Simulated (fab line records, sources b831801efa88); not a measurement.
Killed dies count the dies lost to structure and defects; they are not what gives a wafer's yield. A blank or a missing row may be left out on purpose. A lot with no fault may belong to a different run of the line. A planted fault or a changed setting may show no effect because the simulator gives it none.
fab line records	flow sky130
record: lots: 7	wafers: 21	lastDay: 50
route steps=708 shown METAL4@627 VIA4@639 PAD_OPEN@708
lots with no fault: from the same line, run without faults
startH: hours from the record's first day to the start of the lot's first wafer shown	waitH: how many hours have passed since the lot's step before this one	" identical to the entry in the row above	L1.1+2: a row that stands for several wafers	- no value present, or no start provided	* or withheld: withheld	< > ~ a bound
route shown NAME@n: NAME is a module with steps in the file, n the number in the route of the first one	usual: average and standard deviation across the fault-free wafers	same: alike in all rows	chamber/n: place in a boat	sites: each site's reading	_std_site: the standard deviation of these	_edge_site: inner sites' mean taken away from outer sites' mean	radiusMm: for every site, how far away it sits from the centre of the wafer	mask NAME#n: copy n	behind: tool/chamber where the wafer was last shaped	hold: why the lot went on hold/how many hours it stayed there/how the hold came to an end	device: the transistor (n, p or np) that didn't switch	end of line: tests of these same wafers at the route's end	step lacking rows: just its recipe	killed: at the first sort, the dies lost to defects and structure; wafer yield is something else	map: a wafer's dies, marking killed ones x, the rest . and places with no die _
set.NAME: the setting that was run; set.NAME@STEP: the one run at that earlier step	model.NAME: the simulator's own value behind a step, which no gauge read
a table for each step, a row for each wafer; lots at some steps of the route
services: when a tool's chamber went out of use (startH, in hours from the record's first day, below 0 if earlier), for how many hours, and the reason
== steps ==
step: SKY_METAL4_PEB_11
recipe: pebTempC: withheld	pebTimeS: withheld	resist: KrF-thick
step: SKY_METAL4_DEVELOP_12
recipe: developTimeS: 60	resist: KrF-thick	devTempC: 21
step: SKY_METAL4_CD_MEAS_13
recipe: targetCdNm: 300
usual: cdNm: 299.8/1.3
lot.wafer	tool	chamber	startH	waitH	cdNm
L406.3	cdSem-01	-	999.33	-	301.8
L406.4	"	-	"	"	302.0
L406.5	"	-	"	"	302.9
L410.3	cdSem-01	-	1039.68	-	301.0
L410.4	"	-	"	"	301.1
L410.5	"	-	"	"	301.0
L411.2	cdSem-01	-	1043.71	-	301.2
L411.3	"	-	"	"	302.9
L411.5	"	-	"	"	301.2
L412.2	cdSem-02	-	1049.21	-	298.8
L412.4	"	-	"	"	300.7
L412.6	"	-	"	"	299.0
L413.2	cdSem-01	-	1050.56	-	301.1
L413.3	"	-	"	"	299.9
L413.6	"	-	"	"	300.4
L415.2	cdSem-02	-	1066.26	-	298.6
L415.4	"	-	"	"	297.9
L415.6	"	-	"	"	297.8
L428.3	cdSem-02	-	1131.53	-	299.6
L428.5	"	-	"	"	300.3
L428.6	"	-	"	"	299.2
step: SKY_METAL4_OVL_MEAS_14
usual: METAL4_OVL: -1/5.1
lot.wafer	tool	chamber	startH	waitH	METAL4_OVL[nm]
L406.3	overlay-01	-	999.42	0.1	7
L406.4	"	-	"	"	-3
L406.5	"	-	"	"	1
L410.3	overlay-02	-	1039.77	0.1	8
L410.4	"	-	"	"	-2
L410.5	"	-	"	"	1
L411.2	overlay-01	-	1043.82	0.1	-7
L411.3	"	-	"	"	3
L411.5	"	-	"	"	1
L412.2	overlay-02	-	1049.32	0.1	0
L412.4	"	-	"	"	-1
L412.6	"	-	"	"	6
L413.2	overlay-01	-	1050.66	0.1	-5
L413.3	"	-	"	"	3
L413.6	"	-	"	"	2
L415.2	overlay-01	-	1066.37	0.1	-8
L415.4	"	-	"	"	-5
L415.6	"	-	"	"	-4
L428.3	overlay-01	-	1131.62	0.1	-4
L428.5	"	-	"	"	1
L428.6	"	-	"	"	-1
step: SKY_METAL4_DESCUM_15
recipe: chemistry: O2	sourcePowerW: 150	biasPowerW: 0	pressureMtorr: 10	tempC: 40	timeS: 8
usual: drypumpMotorCurrentA: 6.1/0.32	oesProductAu: 0.997/0.011
lot.wafer	tool	chamber	startH	waitH	drypumpMotorCurrentA	oesProductAu	rfHoursCounterH
L406.3	rieMetal-02	0	999.46	0.0	5.9	1.009	-
L406.4	"	1	"	"	6.3	1.004	-
L406.5	"	0	"	"	5.9	1.003	-
L410.3	rieMetal-04	1	1039.81	0.0	6.5	0.988	-
L410.4	"	0	"	"	5.7	0.992	-
L410.5	"	1	"	"	6.5	1.000	-
L411.2	rieMetal-02	1	1043.85	0.0	6.3	1.005	20
L411.3	"	0	"	"	5.9	1.000	-
L411.5	"	0	"	"	5.9	1.002	-
L412.2	rieMetal-03	0	1049.35	0.0	6.1	0.992	21
L412.4	"	1	"	"	5.8	1.003	-
L412.6	"	1	"	"	5.8	1.009	-
L413.2	rieMetal-04	1	1050.69	0.0	6.6	0.988	11
L413.3	"	1	"	"	6.5	0.986	-
L413.6	"	0	"	"	5.6	0.990	-
L415.2	rieMetal-02	1	1066.40	0.0	6.3	1.007	22
L415.4	"	1	"	"	6.2	1.008	-
L415.6	"	1	"	"	6.3	1.010	-
L428.3	rieMetal-02	0	1131.66	0.0	5.9	1.024	-
L428.5	"	1	"	"	6.2	1.006	-
L428.6	"	0	"	"	5.9	1.012	-
step: SKY_METAL4_ETCH_16
recipe: chemistry: N2/H2	target: BARC	ionEnergyEv: 200	biasW: 100	pressureMtorr: 30	n2FlowSccm: 100	h2FlowSccm: 200	icpW: 500	stopOn: SiO2	timeS: 88.2	targetDepthA: 600
usual: drypumpMotorCurrentA: 6.1/0.32	oesProductAu: 0.625/0.0045	throttleValvePct: 13.204/0.0085
lot.wafer	tool	chamber	startH	waitH	drypumpMotorCurrentA	oesProductAu	rfHoursCounterH	throttleValvePct
L406.3	rieMetal-02	0	999.51	0.0	5.9	0.627	-	13.210
L406.4	"	1	"	"	6.3	0.626	-	13.198
L406.5	"	0	"	"	5.9	0.622	-	13.212
L410.3	rieMetal-04	1	1039.86	0.0	6.5	0.620	-	13.215
L410.4	"	0	"	"	5.7	0.626	-	13.190
L410.5	"	1	"	"	6.5	0.626	-	13.207
L411.2	rieMetal-02	1	1043.88	0.0	6.2	0.625	20	13.205
L411.3	"	0	"	"	5.9	0.631	-	13.196
L411.5	"	0	"	"	5.9	0.626	-	13.200
L412.2	rieMetal-03	0	1049.38	0.0	6.2	0.625	21	13.204
L412.4	"	1	"	"	5.8	0.616	-	13.210
L412.6	"	1	"	"	5.7	0.623	-	13.206
L413.2	rieMetal-04	1	1050.73	0.0	6.5	0.618	11	13.198
L413.3	"	1	"	"	6.5	0.620	-	13.199
L413.6	"	0	"	"	5.7	0.624	-	13.207
L415.2	rieMetal-02	1	1066.43	0.0	6.3	0.626	22	13.197
L415.4	"	1	"	"	6.3	0.624	-	13.203
L415.6	"	1	"	"	6.3	0.633	-	13.210
L428.3	rieMetal-02	0	1131.71	0.0	5.9	0.624	-	13.192
L428.5	"	1	"	"	6.3	0.633	-	13.191
L428.6	"	0	"	"	5.9	0.625	-	13.224
step: SKY_METAL4_ETCH_17
recipe: target: SiO2	stopOn: TiN	chemistry: C4F8/O2/Ar	sourceW: 1500	biasW: 1200	pressureMtorr: 40	c4f8FlowSccm: withheld	O2_flow_sccm: 6	Ar_flow_sccm: 300	timeS: 3.9	targetDepthA: 150
usual: oesProductAu: 0.755/0.0078
lot.wafer	tool	chamber	startH	waitH	oesProductAu	rfHoursCounterH
L406.3	rieDiel-03	0	999.58	0.0	0.762	12
L406.4	"	3	"	"	0.749	10
L406.5	"	0	"	"	0.756	-
L410.3	rieDiel-02	0	1039.93	0.0	0.759	0
L410.4	"	3	"	"	0.758	14
L410.5	"	1	"	"	0.762	-
L411.2	rieDiel-03	0	1043.98	0.1	0.759	14
L411.3	"	3	"	"	0.753	12
L411.5	"	0	"	"	0.765	-
L412.2	rieDiel-04	1	1049.48	0.1	0.748	15
L412.4	"	2	"	"	0.753	19
L412.6	"	1	"	"	0.767	-
L413.2	rieDiel-03	2	1050.82	0.1	0.756	13
L413.3	"	3	"	"	0.756	12
L413.6	"	1	"	"	0.767	-
L415.2	rieDiel-04	2	1066.53	0.1	0.745	19
L415.4	"	3	"	"	0.770	19
L415.6	"	0	"	"	0.771	-
L428.3	rieDiel-02	1	1131.78	0.0	0.764	25
L428.5	"	1	"	"	0.763	-
L428.6	"	2	"	"	0.767	-
step: SKY_METAL4_METAL_ETCH_18
recipe: targetDepthA: 8450	stopOn: SiO2	overEtchFrac: 0.3	timeS: 183.1	chemistry: Cl2/BCl3	resistSidewallDeg: 88	pressureMtorr: 10	icpW: 900	biasW: 48.5	Cl2_flow_sccm: 60	bcl3FlowSccm: 30
usual: drypumpMotorCurrentA: 6.01/0.27	oesProductAu: 0.864/0.0064	throttleValvePct: 22.262/0.0092
lot.wafer	tool	chamber	startH	waitH	drypumpMotorCurrentA	oesProductAu	rfHoursCounterH	throttleValvePct
L406.3	rieMetal-03	0	999.66	0.1	6.16	0.866	-	22.281
L406.4	"	1	"	"	5.85	0.864	-	22.254
L406.5	"	0	"	"	6.15	0.858	-	22.273
L410.3	rieMetal-03	1	1040.02	0.1	5.84	0.869	-	22.250
L410.4	"	0	"	"	6.17	0.869	-	22.279
L410.5	"	0	"	"	6.18	0.862	-	22.251
L411.2	rieMetal-03	1	1043.99	0.0	5.77	0.850	11	22.254
L411.3	"	1	"	"	5.79	0.849	-	22.259
L411.5	"	0	"	"	6.15	0.864	-	22.263
L412.2	rieMetal-02	0	1049.50	0.0	5.88	0.864	19	22.261
L412.4	"	0	"	"	5.89	0.870	-	22.261
L412.6	"	0	"	"	5.88	0.866	-	22.270
L413.2	rieMetal-03	0	1050.84	0.0	6.16	0.855	21	22.263
L413.3	"	0	"	"	6.12	0.858	-	22.268
L413.6	"	0	"	"	6.14	0.871	-	22.271
L415.2	rieMetal-04	0	1066.55	0.0	5.64	0.861	17	22.262
L415.4	"	1	"	"	6.52	0.861	-	22.265
L415.6	"	1	"	"	6.49	0.871	-	22.263
L428.3	rieMetal-03	1	1131.86	0.1	5.82	0.865	-	22.270
L428.5	"	1	"	"	5.83	0.873	-	22.265
L428.6	"	0	"	"	6.11	0.860	-	22.269
step: SKY_METAL4_STRIP_19
recipe: chemistry: O2/N2	powerW: 1400	pressureMtorr: 1500	platenTempC: withheld	o2FlowSccm: 3000	n2FlowSccm: 300	overashFraction: 0.5
usual: drypumpMotorCurrentA: 5.49/0.28	oesProductAu: 0.502/0.006	stripTimeToEndpointS: 6.55/0.083
lot.wafer	tool	chamber	startH	waitH	drypumpMotorCurrentA	oesProductAu	rfHoursCounterH	stripTimeToEndpointS
L406.3	plasmaAsher-03	1	999.81	0.1	5.24	0.497	-	6.59
L406.4	"	0	"	"	5.33	0.497	-	6.51
L406.5	"	1	"	"	5.28	0.507	-	6.66
L410.3	plasmaAsher-02	0	1040.21	0.1	5.71	0.499	-	6.49
L410.4	"	1	"	"	5.93	0.504	-	6.61
L410.5	"	0	"	"	5.70	0.509	-	6.61
L411.2	plasmaAsher-01	0	1044.17	0.1	5.14	0.504	91	6.51
L411.3	"	1	"	"	5.29	0.501	-	6.50
L411.5	"	0	"	"	5.09	0.517	-	6.65
L412.2	plasmaAsher-03	0	1049.67	0.1	5.31	0.499	123	6.52
L412.4	"	1	"	"	5.26	0.503	-	6.53
L412.6	"	0	"	"	5.31	0.496	-	6.56
L413.2	plasmaAsher-01	0	1051.02	0.1	5.13	0.500	92	6.59
L413.3	"	0	"	"	5.07	0.506	-	6.65
L413.6	"	0	"	"	5.12	0.516	-	6.62
L415.2	plasmaAsher-03	0	1066.72	0.1	5.33	0.504	0	6.57
L415.4	"	0	"	"	5.31	0.505	-	6.59
L415.6	"	1	"	"	5.28	0.500	-	6.55
L428.3	plasmaAsher-02	1	1132.01	0.1	5.94	0.511	-	6.57
L428.5	"	1	"	"	5.89	0.496	-	6.51
L428.6	"	0	"	"	5.70	0.514	-	6.64
step: SKY_METAL4_STRIP_20
recipe: chemistry: postEtchResidueRemover	timeS: 1200	tempC: 72.5
step: SKY_METAL4_CLEAN_21
recipe: chemistry: IPA	timeS: 180	tempC: 25
step: SKY_METAL4_CLEAN_22
recipe: chemistry: O3/DIW	dry: n2Spin
step: SKY_VIA4_HDPCVD_00
recipe: material: SiO2	targetThkNm: 1750	sigmaOpenFrac: 0.3	timeS: 291.7	tempC: 400	sih4FlowSccm: 60	pressureMtorr: 6
usual: sih4FlowSccm: 60.01/0.17
lot.wafer	tool	chamber	startH	waitH	sih4FlowSccm	model.SiO2_of_VIA4_HDPCVD_00.thkNm
L406.3	hdpcvd-01	2	1000.37	0.0	59.93	1716
L406.4	"	1	"	"	60.23	1738
L406.5	"	0	"	"	59.78	1757
L410.3	hdpcvd-02	2	1040.77	0.0	60.04	1742
L410.4	"	2	"	"	60.04	1759
L410.5	"	0	"	"	59.80	1755
L411.2	hdpcvd-01	2	1044.76	0.0	71.80	2082
L411.3	"	0	"	"	72.17	2073
L411.5	"	0	"	"	72.18	2070
L412.2	hdpcvd-01	1	1050.33	0.0	72.14	2099
L412.4	"	1	"	"	72.05	2112
L412.6	"	0	"	"	72.10	2096
L413.2	hdpcvd-01	0	1051.62	0.0	71.88	2072
L413.3	"	1	"	"	72.16	2071
L413.6	"	2	"	"	71.69	2095
L415.2	hdpcvd-02	0	1067.46	0.0	59.83	1742
L415.4	"	1	"	"	60.08	1754
L415.6	"	0	"	"	60.09	1726
L428.3	hdpcvd-02	2	1132.61	0.0	59.90	1738
L428.5	"	2	"	"	60.03	1745
L428.6	"	1	"	"	59.80	1759
step: SKY_VIA4_THK_MEAS_01
recipe: reads: SiO2_of_VIA4_HDPCVD_00
usual: VIA4_HDPCVD_THK: 1749/17
lot.wafer	tool	chamber	startH	waitH	VIA4_HDPCVD_THK[nm]
L406.3	filmMetro-01	-	1000.56	0.1	1715
L406.4	"	-	"	"	1739
L406.5	"	-	"	"	1756
L410.3	filmMetro-01	-	1040.97	0.1	1741
L410.4	"	-	"	"	1759
L410.5	"	-	"	"	1754
L411.2	filmMetro-02	-	1044.95	0.1	2082
L411.3	"	-	"	"	2074
L411.5	"	-	"	"	2071
L412.2	filmMetro-01	-	1050.52	0.1	2101
L412.4	"	-	"	"	2114
L412.6	"	-	"	"	2096
L413.2	filmMetro-02	-	1051.81	0.1	2071
L413.3	"	-	"	"	2074
L413.6	"	-	"	"	2096
L415.2	filmMetro-01	-	1067.65	0.1	1743
L415.4	"	-	"	"	1754
L415.6	"	-	"	"	1725
L428.3	filmMetro-03	-	1132.80	0.1	1738
L428.5	"	-	"	"	1745
L428.6	"	-	"	"	1758
step: SKY_VIA4_CMP_02
recipe: material: SiO2	downForcePsi: 4	platenRpm: 60	padVelocityMS: 0.94248
step: SKY_PAD_OPEN_PROBE_99
usual: defectLimitedYield: 82.6/2	killed_at_M0_to_M3: 42/6.7	killed_at_M4_up: 3.0/1.9	killedAtContacts: 24/5.3	killedAtFrontEnd: 16/4.3	killedAtOther: 0.4/0.71	killedDies: 85/9.6	killedOpen: 46/6.5	killedShort: 39/6.7	sort_bin_3_pad_short: 0.9/0.46	sort_bin_5_function: 10.3/1.3	sort_bin_6_memory: 6.2/1.1	sortNPass: 407/9.6	sortYieldPct: 82.6/2
same: grossDies: 492	killedAtBackSide: 0	sort_bin_4_leakage[%]: 0	sort_bin_8_speed[%]: 0
lot.wafer	tool	chamber	startH	waitH	defectLimitedYield[%]	killed_at_M0_to_M3	killed_at_M4_up	killedAtContacts	killedAtFrontEnd	killedAtOther	killedDies	killedOpen	killedShort	sort_bin_3_pad_short[%]	sort_bin_5_function[%]	sort_bin_6_memory[%]	sortNPass	sortYieldPct[%]
L406.3	prober-02	-	1098.15	0.2	78.7	51	3	29	19	3	105	60	42	0.4	13.2	7.7	387	78.7
L406.4	prober-02	-	1098.20	0.2	80.5	46	2	28	20	0	96	55	41	1.2	12.0	6.3	396	80.5
L406.5	prober-02	-	1098.25	0.2	82.1	51	2	21	11	3	88	48	37	1.2	10.0	6.7	404	82.1
L410.3	prober-02	-	1130.49	0.2	83.7	37	1	23	18	1	80	42	38	0.4	9.6	6.3	412	83.7
L410.4	prober-02	-	1130.54	0.2	84.1	35	3	31	9	0	78	46	32	1.0	8.7	6.1	414	84.1
L410.5	prober-02	-	1130.59	0.2	83.1	39	3	23	18	0	83	43	40	1.8	8.9	6.1	409	83.1
L411.2	prober-01	-	1135.06	0.1	83.7	43	1	18	18	0	80	36	44	0.8	8.5	6.9	412	83.7
L411.3	prober-01	-	1135.11	0.2	83.5	36	4	20	21	0	81	43	38	0.6	10.2	5.7	411	83.5
L411.5	prober-01	-	1135.21	0.2	83.3	37	3	21	21	0	82	42	39	0.2	10.4	6.1	410	83.3
L412.2	prober-02	-	1141.56	0.1	84.3	39	2	22	14	0	77	43	34	1.4	9.3	4.9	415	84.3
L412.4	prober-02	-	1141.66	0.2	83.7	44	1	21	14	0	80	36	44	0.4	11.2	4.7	412	83.7
L412.6	prober-02	-	1141.76	0.2	80.7	55	2	19	19	0	95	53	42	1.2	10.4	7.7	397	80.7
L413.2	prober-01	-	1142.51	0.1	86.2	30	2	25	11	0	68	39	29	0.6	9.1	4.1	424	86.2
L413.3	prober-01	-	1142.56	0.2	81.9	44	2	27	16	0	89	53	36	0.6	10.6	6.9	403	81.9
L413.6	prober-01	-	1142.71	0.2	82.1	45	3	23	17	0	88	51	37	1.0	10.0	6.9	404	82.1
L415.2	prober-01	-	1156.15	0.1	87.6	24	3	28	6	0	61	33	27	0.6	7.5	4.3	431	87.6
L415.4	prober-01	-	1156.25	0.2	83.1	41	4	26	11	1	83	40	40	1.0	9.6	6.3	409	83.1
L415.6	prober-01	-	1156.35	0.2	84.3	30	3	26	18	0	77	43	34	0.6	10.2	4.9	415	84.3
L428.3	prober-02	-	1208.82	0.2	80.9	44	6	30	14	0	94	58	36	0.2	12.6	6.3	398	80.9
L428.5	prober-02	-	1208.92	0.2	82.9	42	5	21	16	0	84	53	31	0.6	11.2	5.3	408	82.9
L428.6	prober-02	-	1208.97	0.2	83.7	34	3	26	15	2	80	47	33	1.0	8.3	6.9	412	83.7
killed by level:class
L406.3 VIA1:geometricParticle:open=14 CONTACT:geometricParticle:open=11 VIA3:geometricParticle:open=9 VIA2:geometricParticle:open=7 FIELD_ISO:geometricParticle:short=6 LI_CONTACT:geometricParticle:open=6 CONTACT:geometricParticle:short=6 METAL2:geometricParticle:short=6
L406.4 VIA1:geometricParticle:open=17 CONTACT:geometricParticle:open=13 VIA1:geometricParticle:short=9 FIELD_ISO:geometricParticle:open=5 CONTACT:geometricParticle:short=5 FIELD_ISO:geometricParticle:short=4 POLY_GATE:geometricParticle:short=4 POLY_GATE:geometricParticle:open=4
L406.5 VIA1:geometricParticle:open=11 CONTACT:geometricParticle:open=9 METAL2:geometricParticle:short=8 VIA3:geometricParticle:open=7 VIA2:geometricParticle:open=6 FIELD_ISO:geometricParticle:open=5 METAL1:geometricParticle:short=5 VIA1:geometricParticle:short=5
L410.3 VIA1:geometricParticle:open=9 CONTACT:geometricParticle:open=8 FIELD_ISO:geometricParticle:short=7 LI_CONTACT:geometricParticle:open=6 METAL2:geometricParticle:short=6 FIELD_ISO:geometricParticle:open=5 METAL3:geometricParticle:short=5 CONTACT:geometricParticle:short=4
L410.4 CONTACT:geometricParticle:open=11 CONTACT:geometricParticle:short=8 VIA1:geometricParticle:open=7 VIA2:geometricParticle:open=7 LI_CONTACT:geometricParticle:open=6 VIA3:geometricParticle:open=6 VIA2:geometricParticle:short=5 VIA1:geometricParticle:short=4
L410.5 VIA1:geometricParticle:open=11 VIA2:geometricParticle:open=8 LOCAL_INTERCONNECT:geometricParticle:short=7 METAL2:geometricParticle:short=7 CONTACT:geometricParticle:open=5 FIELD_ISO:geometricParticle:open=4 FIELD_ISO:geometricParticle:short=4 POLY_GATE:geometricParticle:open=4
L411.2 METAL1:geometricParticle:short=8 LOCAL_INTERCONNECT:geometricParticle:short=7 VIA1:geometricParticle:open=7 VIA2:geometricParticle:short=7 VIA2:geometricParticle:open=6 POLY_GATE:geometricParticle:open=6 POLY_GATE:geometricParticle:short=4 CONTACT:geometricParticle:short=4
L411.3 VIA1:geometricParticle:open=7 VIA2:geometricParticle:open=7 POLY_GATE:geometricParticle:short=6 POLY_GATE:geometricParticle:open=6 METAL1:geometricParticle:short=6 LI_CONTACT:geometricParticle:open=5 CONTACT:geometricParticle:open=5 CONTACT:geometricParticle:short=5
L411.5 CONTACT:geometricParticle:open=8 VIA1:geometricParticle:open=8 METAL1:geometricParticle:short=7 VIA3:geometricParticle:open=7 POLY_GATE:geometricParticle:open=6 POLY_GATE:geometricParticle:short=6 LI_CONTACT:geometricParticle:open=5 VIA2:geometricParticle:short=5
L412.2 CONTACT:geometricParticle:open=8 METAL1:geometricParticle:short=6 METAL2:geometricParticle:short=6 VIA3:geometricParticle:open=6 LI_CONTACT:geometricParticle:open=5 LOCAL_INTERCONNECT:geometricParticle:short=5 VIA1:geometricParticle:open=5 POLY_GATE:geometricParticle:open=4
L412.4 METAL1:geometricParticle:short=10 METAL2:geometricParticle:short=7 VIA1:geometricParticle:open=6 CONTACT:geometricParticle:open=6 LI_CONTACT:geometricParticle:open=5 CONTACT:geometricParticle:short=5 POLY_GATE:geometricParticle:open=4 LOCAL_INTERCONNECT:geometricParticle:short=4
L412.6 VIA1:geometricParticle:open=11 VIA3:geometricParticle:open=9 LI_CONTACT:geometricParticle:open=9 METAL1:geometricParticle:short=9 VIA1:geometricParticle:short=8 VIA2:geometricParticle:open=7 CONTACT:geometricParticle:open=5 SONOS_ONO:geometricParticle:open=4
L413.2 CONTACT:geometricParticle:open=11 VIA1:geometricParticle:open=9 LI_CONTACT:geometricParticle:open=6 METAL1:geometricParticle:short=6 VIA1:geometricParticle:short=4 VIA3:geometricParticle:open=4 FIELD_ISO:geometricParticle:short=3 LOCAL_INTERCONNECT:geometricParticle:short=3
L413.3 VIA1:geometricParticle:open=15 CONTACT:geometricParticle:open=10 VIA3:geometricParticle:open=8 LI_CONTACT:geometricParticle:open=6 POLY_GATE:geometricParticle:short=5 METAL1:geometricParticle:short=5 VIA1:geometricParticle:short=4 FIELD_ISO:geometricParticle:open=4
L413.6 VIA3:geometricParticle:open=10 CONTACT:geometricParticle:open=8 VIA2:geometricParticle:open=7 POLY_GATE:geometricParticle:open=7 LI_CONTACT:geometricParticle:open=6 METAL1:geometricParticle:short=5 VIA2:geometricParticle:short=5 CONTACT:geometricParticle:short=4
L415.2 LI_CONTACT:geometricParticle:open=12 CONTACT:geometricParticle:open=7 LOCAL_INTERCONNECT:geometricParticle:short=4 METAL2:geometricParticle:short=4 VIA2:geometricParticle:open=4 VIA3:geometricParticle:short=4 VIA1:geometricParticle:open=3 CONTACT:geometricParticle:short=3
L415.4 CONTACT:geometricParticle:open=8 VIA1:geometricParticle:open=7 VIA2:geometricParticle:open=7 LI_CONTACT:geometricParticle:open=6 LOCAL_INTERCONNECT:geometricParticle:short=5 METAL1:geometricParticle:short=5 VIA1:geometricParticle:short=5 VIA3:geometricParticle:open=4
L415.6 LI_CONTACT:geometricParticle:open=9 LI_CONTACT:geometricParticle:short=6 VIA1:geometricParticle:open=6 FIELD_ISO:geometricParticle:short=5 CONTACT:geometricParticle:short=5 VIA2:geometricParticle:open=5 POLY_GATE:geometricParticle:open=4 CONTACT:geometricParticle:open=4
L428.3 LI_CONTACT:geometricParticle:open=12 VIA1:geometricParticle:open=11 VIA2:geometricParticle:open=7 LI_CONTACT:geometricParticle:short=6 CONTACT:geometricParticle:open=6 VIA3:geometricParticle:open=6 VIA1:geometricParticle:short=5 FIELD_ISO:geometricParticle:open=5
L428.5 VIA1:geometricParticle:open=10 LI_CONTACT:geometricParticle:open=7 VIA3:geometricParticle:open=7 CONTACT:geometricParticle:open=7 VIA2:geometricParticle:open=7 VIA1:geometricParticle:short=6 FIELD_ISO:geometricParticle:open=5 FIELD_ISO:geometricParticle:short=4
L428.6 LI_CONTACT:geometricParticle:open=9 CONTACT:geometricParticle:open=7 VIA1:geometricParticle:open=7 VIA2:geometricParticle:open=6 FIELD_ISO:geometricParticle:open=5 METAL2:geometricParticle:short=5 POLY_GATE:geometricParticle:open=4 LI_CONTACT:geometricParticle:short=4
== services ==
tool	chamber	startH	hours	kind
plasmaAsher-01	-	986.99	2.8	pm
rieDiel-02	0	1019.63	-	clean
rieDiel-02	0	1019.63	18.3	scheduledDown
rieDiel-02	0	1019.63	18.3	ventCycle
rieMetal-04	-	1028.64	1.4	pm
rieMetal-02	-	1028.82	2.8	pm
rieDiel-04	-	1034.66	2.8	pm
hdpcvd-02	-	1044.68	14.6	pm
plasmaAsher-03	-	1055.25	9.0	pm
plasmaAsher-03	0	1055.25	9.0	ventCycle
plasmaAsher-03	1	1055.25	9.0	ventCycle
plasmaAsher-03	0	1064.25	-	clean
plasmaAsher-03	1	1064.25	-	clean
plasmaAsher-02	-	1066.41	0.5	repair
hdpcvd-01	-	1072.33	1.9	repair
plasmaAsher-03	-	1078.60	2.1	repair
rieMetal-03	0	1099.32	17.1	repair
rieDiel-02	1	1103.12	4.8	repair
rieMetal-02	1	1113.04	-	clean
rieMetal-02	1	1113.04	-	consumableReplace:focusRing
rieMetal-02	1	1113.04	18.4	scheduledDown
rieMetal-02	1	1113.04	18.4	ventCycle
plasmaAsher-01	-	1118.37	2.7	repair
rieDiel-03	2	1119.66	4.0	repair
== key ==
firstSign: step: SKY_VIA4_HDPCVD_00	reading: sih4FlowSccm	direction: up	sigmas: 69	usual: 60.01	struck: 72.02
effect: step: SKY_VIA4_THK_MEAS_01	reading: VIA4_HDPCVD_THK	direction: up	sigmas: 20	usual: 1749	struck: 2087
modelEffect: step: SKY_VIA4_HDPCVD_00	value: SiO2_of_VIA4_HDPCVD_00.thkNm	without: 1736	struck: 2086
metAt SKY_VIA4_HDPCVD_00
struckWafers L411.2,L411.3,L411.5,L412.2,L412.4,L412.6,L413.2,L413.3,L413.6
onsetBetween 1000.37 1044.76
fault: kind: processParameterDrift	tool: hdpcvd-01	chamber: -	onsetH: 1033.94	steps: SKY_VIA4_HDPCVD_00	channel: sih4FlowSccm	offset: 12	shape: step	endH: 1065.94	actsIn: theseRecipesOnly	stated: 60
